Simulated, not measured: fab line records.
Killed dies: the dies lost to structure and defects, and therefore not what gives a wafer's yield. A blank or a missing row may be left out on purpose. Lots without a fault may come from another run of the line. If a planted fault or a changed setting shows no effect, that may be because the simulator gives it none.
Check for tools in common ; flow sky130 ; 36 wafers sampled across 12 lots

WHY IT WAS OPENED
SKY_SD_P_OVL_MEAS_08, reading SD_P_OVL: flagged on 2 of 12 lots. Fault-free wafers read -0.6 nm, with a standard deviation of 1.5.
Rule: flag the lot when none of its wafers has a number, or when each of its wafers that has one lies beyond 4 standard deviations from that mean. As for the other lots, they are considered sound.

lot;measured;on;SD_P_OVL (nm), wafer by wafer;flag
L388;day 26 13:21;overlay-01;2.0 0.8 0.9;
L389;day 26 14:35;overlay-01;-0.6 -0.4 -0.4;
L391;day 26 14:55;overlay-01;-1.5 -3.3 -3.5;
L390;day 26 16:49;overlay-01;-0.4 -1.9 -1.8;
L395;day 28 20:46;overlay-02;0.3 0.9 2.4;
L399;day 29 08:37;overlay-01;69.6 70.9 69.5;FLAGGED
L400;day 29 10:21;overlay-01;69.5 71.6 70.2;FLAGGED
L401;day 29 22:14;overlay-01;-3.1 -1.6 -2.1;
L402;day 30 11:23;overlay-01;0.4 -2.0 -1.2;
L405;day 31 09:47;overlay-01;1.0 1.5 -0.7;
L406;day 31 14:20;overlay-01;0.5 -0.4 -0.6;
L407;day 32 07:10;overlay-02;1.3 -0.7 0.8;
Average over the flagged lots: 70.2 nm; offset from the usual +70.8 nm, equal to +47 standard deviations.

TOOL THAT RAN EACH LOT
The record holds 1 process step before the reading, out of a route of 708 steps. Cell contents, in order: the tool; ch with the chambers the sampled wafers went through; the start.
lot;flag;SKY_SD_P_EXPOSE_04
L388;;iline-stepper-02 ch 0, day 25 23:46
L389;;iline-stepper-01 ch 0, day 26 00:44
L391;;iline-stepper-02 ch 0, day 26 01:09
L390;;iline-stepper-02 ch 0, day 26 03:17
L395;;iline-stepper-01 ch 0, day 28 06:11
L399;FLAGGED;iline-stepper-02 ch 0, day 28 18:35
L400;FLAGGED;iline-stepper-02 ch 0, day 28 19:55
L401;;iline-stepper-01 ch 0, day 29 07:53
L402;;iline-stepper-01 ch 0, day 29 21:43
L405;;iline-stepper-01 ch 0, day 30 20:32
L406;;iline-stepper-01 ch 0, day 31 00:41
L407;;iline-stepper-01 ch 0, day 31 17:13
What is done by these steps:
- SKY_SD_P_EXPOSE_04: exposes mask PSDM, target cd 380 nm.
- SKY_SD_P_OVL_MEAS_08

FLAGGED OVER TOTAL, TOOL BY TOOL (the gauges that took the reading come last)
step;tool;lots run;flagged;share of the flagged lots;sound lots run after its first flagged lot
SKY_SD_P_EXPOSE_04;iline-stepper-01;7;0;none;-
SKY_SD_P_EXPOSE_04;iline-stepper-02;5;2;all;0
SKY_SD_P_OVL_MEAS_08;overlay-01;10;2;all;4 (L401,L402,L405,L406)
SKY_SD_P_OVL_MEAS_08;overlay-02;2;0;none;-

THE TABLE: WHAT IT ALLOWS
Rows of the table that ran all the flagged lots, 2 in number: iline-stepper-02 at SKY_SD_P_EXPOSE_04; overlay-01 at SKY_SD_P_OVL_MEAS_08.
- iline-stepper-02 at SKY_SD_P_EXPOSE_04 ran 5 lots, 2 of them flagged. It ran its last sound lot, L390, at day 26 03:17 and its first flagged lot, L399, at day 28 18:35: a fault with its onset between the two fits.
- overlay-01 at SKY_SD_P_OVL_MEAS_08 ran 10 lots, 2 of them flagged. After the first flagged lot (L401, L402, L405, L406), sound lots still ran on it; a lasting fault on the whole tool would not permit that.
One tool is left: iline-stepper-02 at SKY_SD_P_EXPOSE_04.

WHAT THE SIMULATOR HAD INSERTED
Scanner matching overlay: iline-stepper-02, from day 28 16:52 on, at SKY_SD_P_EXPOSE_04. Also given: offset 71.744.
Shown lots that were struck: L399, L400. This agrees with what the rule above found.
